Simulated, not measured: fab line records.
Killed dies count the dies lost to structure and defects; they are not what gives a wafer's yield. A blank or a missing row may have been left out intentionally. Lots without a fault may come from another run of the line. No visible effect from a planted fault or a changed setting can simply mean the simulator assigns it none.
Check for tools in common :: flow sky130 :: 10 lots and 30 wafers in the sample

## WHY IT WAS OPENED
Of 10 lots, 2 have the reading METAL5_ALCU_THK flagged at SKY_METAL5_THK_MEAS_06. No-fault wafers: 1139 nm, standard deviation 13.
Rule: a lot is flagged when every wafer of it that has a number lies more than 4 standard deviations from that mean, or none has a number. The rest of the lots are taken to be sound.

lot: L180
measured: day 42 23:46
on: film-metro-03
METAL5_ALCU_THK (nm), wafer by wafer: 1130 1129 1138
flag: 

lot: L182
measured: day 43 16:58
on: film-metro-01
METAL5_ALCU_THK (nm), wafer by wafer: 1130 1147 1143
flag: 

lot: L184
measured: day 44 02:05
on: film-metro-01
METAL5_ALCU_THK (nm), wafer by wafer: 1144 1139 1145
flag: 

lot: L186
measured: day 44 23:30
on: film-metro-01
METAL5_ALCU_THK (nm), wafer by wafer: 1024 1038 1033
flag: FLAGGED

lot: L188
measured: day 45 09:46
on: film-metro-02
METAL5_ALCU_THK (nm), wafer by wafer: 1133 1118 1131
flag: 

lot: L189
measured: day 45 15:53
on: film-metro-03
METAL5_ALCU_THK (nm), wafer by wafer: 1049 1048 1045
flag: FLAGGED

lot: L195
measured: day 47 02:48
on: film-metro-01
METAL5_ALCU_THK (nm), wafer by wafer: 1143 1136 1133
flag: 

lot: L197
measured: day 47 21:15
on: film-metro-03
METAL5_ALCU_THK (nm), wafer by wafer: 1162 1163 1169
flag: 

lot: L199
measured: day 48 03:34
on: film-metro-03
METAL5_ALCU_THK (nm), wafer by wafer: 1125 1121 1142
flag: 

lot: L201
measured: day 48 17:02
on: film-metro-03
METAL5_ALCU_THK (nm), wafer by wafer: 1174 1139 1164
flag: 
The mean of the flagged lots' numbers is 1040 nm, -100 nm from the usual (-8 standard deviations).

## LOT BY LOT: THE TOOL USED
2 process steps preceding the reading are held in the record, out of 708 steps in the route. Read each cell as the tool, then ch plus the chambers that the sampled wafers visited, then the start.
lot: L180
flag: 
SKY_VIA4_CMP_21: cmp-01 ch 0,2, day 42 23:10
SKY_METAL5_SPUTTER_04: pvd-sputter-04, day 42 23:35

lot: L182
flag: 
SKY_VIA4_CMP_21: cmp-01 ch 2,3, day 43 16:26
SKY_METAL5_SPUTTER_04: pvd-sputter-04, day 43 16:48

lot: L184
flag: 
SKY_VIA4_CMP_21: cmp-01 ch 1,2, day 44 01:32
SKY_METAL5_SPUTTER_04: pvd-sputter-02, day 44 01:55

lot: L186
flag: FLAGGED
SKY_VIA4_CMP_21: cmp-01 ch 0,1,3, day 44 23:01
SKY_METAL5_SPUTTER_04: pvd-sputter-02, day 44 23:20

lot: L188
flag: 
SKY_VIA4_CMP_21: cmp-01 ch 1,2,3, day 45 09:11
SKY_METAL5_SPUTTER_04: pvd-sputter-03, day 45 09:36

lot: L189
flag: FLAGGED
SKY_VIA4_CMP_21: cmp-02 ch 0,2,3, day 45 15:27
SKY_METAL5_SPUTTER_04: pvd-sputter-02, day 45 15:43

lot: L195
flag: 
SKY_VIA4_CMP_21: cmp-02 ch 1,2,3, day 47 02:11
SKY_METAL5_SPUTTER_04: pvd-sputter-03, day 47 02:37

lot: L197
flag: 
SKY_VIA4_CMP_21: cmp-02 ch 0,1,3, day 47 20:40
SKY_METAL5_SPUTTER_04: pvd-sputter-03, day 47 21:05

lot: L199
flag: 
SKY_VIA4_CMP_21: cmp-01 ch 0,1,3, day 48 02:59
SKY_METAL5_SPUTTER_04: pvd-sputter-04, day 48 03:24

lot: L201
flag: 
SKY_VIA4_CMP_21: cmp-01 ch 0,3, day 48 16:28
SKY_METAL5_SPUTTER_04: pvd-sputter-03, day 48 16:51
What the steps here do:
- SKY_VIA4_CMP_21: polishes, stops on SiO2, t overpolish 25 s, target thk 0 nm.
- SKY_METAL5_SPUTTER_04: material TiN, target thk 70 nm, time 58.3 s.
- SKY_METAL5_THK_MEAS_06: measures by xrf.

## FLAGGED AGAINST TOTAL, ONE TOOL AT A TIME (gauges that did the reading follow at the end)
step: SKY_VIA4_CMP_21
tool: cmp-01
lots run: 7
flagged: 1
share of the flagged lots: some
sound lots run after its first flagged lot: 3 (L188,L199,L201)

step: SKY_VIA4_CMP_21
tool: cmp-02
lots run: 3
flagged: 1
share of the flagged lots: some
sound lots run after its first flagged lot: 2 (L195,L197)

step: SKY_METAL5_SPUTTER_04
tool: pvd-sputter-02
lots run: 3
flagged: 2
share of the flagged lots: all
sound lots run after its first flagged lot: 0

step: SKY_METAL5_SPUTTER_04
tool: pvd-sputter-03
lots run: 4
flagged: 0
share of the flagged lots: none
sound lots run after its first flagged lot: -

step: SKY_METAL5_SPUTTER_04
tool: pvd-sputter-04
lots run: 3
flagged: 0
share of the flagged lots: none
sound lots run after its first flagged lot: -

step: SKY_METAL5_THK_MEAS_06
tool: film-metro-01
lots run: 4
flagged: 1
share of the flagged lots: some
sound lots run after its first flagged lot: 1 (L195)

step: SKY_METAL5_THK_MEAS_06
tool: film-metro-02
lots run: 1
flagged: 0
share of the flagged lots: none
sound lots run after its first flagged lot: -

step: SKY_METAL5_THK_MEAS_06
tool: film-metro-03
lots run: 5
flagged: 1
share of the flagged lots: some
sound lots run after its first flagged lot: 3 (L197,L199,L201)

## WHAT THE TABLE ALLOWS
1 row of the table ran every flagged lot: pvd-sputter-02 at SKY_METAL5_SPUTTER_04.
- pvd-sputter-02 at SKY_METAL5_SPUTTER_04: 2 of its 3 lots flagged. Last sound lot L184 at day 44 01:55, first flagged lot L186 at day 44 23:20; a fault beginning in between fits.
What remains is a single tool, pvd-sputter-02 at SKY_METAL5_SPUTTER_04.

## WHAT THE SIMULATOR HAD INSERTED
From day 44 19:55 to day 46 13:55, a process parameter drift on pvd-sputter-02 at SKY_METAL5_SPUTTER_04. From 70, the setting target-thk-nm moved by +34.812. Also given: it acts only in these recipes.
Struck lots among those shown: L186, L189. The rule above reached the same finding.
